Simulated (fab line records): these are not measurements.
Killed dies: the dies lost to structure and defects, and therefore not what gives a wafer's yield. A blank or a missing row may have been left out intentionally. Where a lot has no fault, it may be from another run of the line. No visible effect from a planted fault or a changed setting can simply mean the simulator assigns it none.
The tool behind it: which one? | flow sky130 | 6 lots with 18 wafers sampled at 4 steps, on a route of 708 steps

## WHAT EACH GAUGE READ, for each wafer
SKY_NWELL_TW_MEAS_26.
lot  | measured     | on           | NWELL_2_TW
L837 | day 6 02:22  | filmMetro-03 | 489 488 487
L848 | day 8 14:38  | filmMetro-02 | 498 499 499
L850 | day 8 23:52  | filmMetro-04 | 498 498 498
L852 | day 9 10:34  | filmMetro-03 | 496 495 495
L856 | day 10 09:23 | filmMetro-03 | 490 493 492
L858 | day 10 18:55 | filmMetro-03 | 491 489 488

## EACH LOT AND THE TOOL THAT RAN IT (in order: tool; ch and the chambers of the sampled wafers; start)
lot  | SKY_FIELD_ISO_ETCH_15            | SKY_NWELL_STRIP_14                 | SKY_NWELL_STRIP_25
L837 | rieDiel-04 ch 0,1,3, day 2 12:41 | plasmaAsher-04 ch 0,1, day 5 07:33 | plasmaAsher-04 ch 0,1, day 6 02:16
L848 | rieDiel-02 ch 0,1,3, day 4 22:52 | plasmaAsher-02 ch 0,1, day 7 18:23 | plasmaAsher-04 ch 0,1, day 8 14:31
L850 | rieDiel-03 ch 0,1,2, day 5 07:53 | plasmaAsher-02 ch 0,1, day 8 03:58 | plasmaAsher-01 ch 0,1, day 8 23:46
L852 | rieDiel-03 ch 0,1,2, day 5 16:46 | plasmaAsher-04 ch 0,1, day 8 13:17 | plasmaAsher-04 ch 0,1, day 9 10:28
L856 | rieDiel-03 ch 1,2, day 6 15:02   | plasmaAsher-01 ch 0,1, day 9 11:45 | plasmaAsher-01 ch 0,1, day 10 09:18
L858 | rieDiel-04 ch 0,1,2, day 6 23:16 | plasmaAsher-01 ch 0,1, day 9 20:20 | plasmaAsher-01 ch 0,1, day 10 18:49
- SKY_FIELD_ISO_ETCH_15: etches the open film in CHF3/O2, stops on Si, target depth 180 nm, time 72 s.
- SKY_NWELL_STRIP_14: strips in O2/N2.
- SKY_NWELL_STRIP_25: strips in O2/N2.

## THE ANSWER, worked out from the rows above alone
Rule: usual is defined by the lots themselves. The widest of any qualifying gaps counts: lots, ordered by their means at a reading, are off when they make up no more than a third of the lots, leave a main group of 4 or more, and stand apart from it by 3 or more times the standard deviation of that group's means. Not used: any main group whose means are identical at the precision the tables above print for the reading. A lot without any number at a reading at which 4 lots or more have one is off too. Any other lot the step has rows for is counted as sound.
Across all readings shown, no lot is off: no conclusion can be drawn from this.

## WHAT THE SIMULATOR PUT IN
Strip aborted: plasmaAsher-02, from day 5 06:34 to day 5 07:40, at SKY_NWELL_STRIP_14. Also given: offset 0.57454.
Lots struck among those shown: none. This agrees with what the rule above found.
